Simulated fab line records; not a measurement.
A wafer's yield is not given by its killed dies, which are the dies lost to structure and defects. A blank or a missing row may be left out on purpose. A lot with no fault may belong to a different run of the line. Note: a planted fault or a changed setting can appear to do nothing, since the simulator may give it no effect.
What tool caused it? + flow gf180mcu + 10 lots with 30 wafers sampled at 2 steps, on a route of 602 steps

## WHAT THE GAUGES SHOWED, per wafer
GF_V4_RS_MEAS_24: measures by four-point-probe.
| lot  | measured     | on            | V4_W_RS (ohm/sq)                    |
|------|--------------|---------------|-------------------------------------|
| L715 | day 24 22:56 | film_metro-01 | 0.317 0.327 0.327                   |
| L717 | day 25 18:06 | film_metro-01 | 0.319 0.328 0.317                   |
| L719 | day 26 17:38 | film_metro-02 | 0.315 0.330 0.330                   |
| L720 | day 27 05:58 | film_metro-02 | 0.319 0.316 0.336                   |
| L723 | day 27 20:29 | film_metro-01 | 0.314 0.314 0.313                   |
| L726 | day 28 18:20 | film_metro-01 | 0.386 0.377 0.393 0.388 0.376 0.393 |
| L731 | day 30 02:20 | film_metro-04 | 0.331 0.333 0.331                   |
| L730 | day 30 02:53 | film_metro-01 | 0.383 0.397 0.381 0.382 0.395 0.381 |
| L733 | day 30 19:18 | film_metro-02 | 0.333 0.325 0.330                   |
| L736 | day 31 09:08 | film_metro-02 | 0.335 0.337 0.338                   |

## TOOL THAT RAN EACH LOT (tool first, then ch and the chambers of the sampled wafers, then the start)
| lot  | GF_V4_CVD_23                  |
|------|-------------------------------|
| L715 | cvd_w-02 ch 0,1, day 24 22:50 |
| L717 | cvd_w-02 ch 0,1, day 25 17:58 |
| L719 | cvd_w-02 ch 0,1, day 26 17:32 |
| L720 | cvd_w-02 ch 0,1, day 27 05:50 |
| L723 | cvd_w-02 ch 1, day 27 20:23   |
| L726 | cvd_w-02 ch 0,1, day 28 18:14 |
| L731 | cvd_w-01 ch 0, day 30 02:14   |
| L730 | cvd_w-02 ch 0,1, day 30 02:47 |
| L733 | cvd_w-01 ch 0,1, day 30 19:10 |
| L736 | cvd_w-01 ch 0,1, day 31 09:01 |
- GF_V4_CVD_23: deposits W, target thk 350 nm, time 104.9 s.

## THE ANSWER, worked out from the rows above alone
Rule: the usual values come from the lots themselves. Put in order of their means at a reading, lots are off if they are a third of the lots or fewer, leave a main group of 4 or more, and stand apart from it by a gap of 3 or more times the standard deviation of the main group's means; of several such gaps the widest counts. If all means in a main group match to the digits the tables above print for the reading, that group is not used. A lot without any number at a reading at which 4 lots or more have one is off too. Where the step has rows for the other lots, those lots are counted as sound.
Off: L726, L730, seen at GF_V4_RS_MEAS_24 (V4_W_RS). The main group has a mean of 0.326 ohm/sq with a standard deviation of 0.0065.
A tool fits if, at a process step before that reading, it ran every lot that is off, and no sound lot after the first of them. Gauges at GF_V4_RS_MEAS_24: tried the same way as those tools. Undecided on this evidence; 2 tools fit (cvd_w-02 at GF_V4_CVD_23, film_metro-01 at GF_V4_RS_MEAS_24).

## WHAT HAD BEEN PUT IN BY THE SIMULATOR
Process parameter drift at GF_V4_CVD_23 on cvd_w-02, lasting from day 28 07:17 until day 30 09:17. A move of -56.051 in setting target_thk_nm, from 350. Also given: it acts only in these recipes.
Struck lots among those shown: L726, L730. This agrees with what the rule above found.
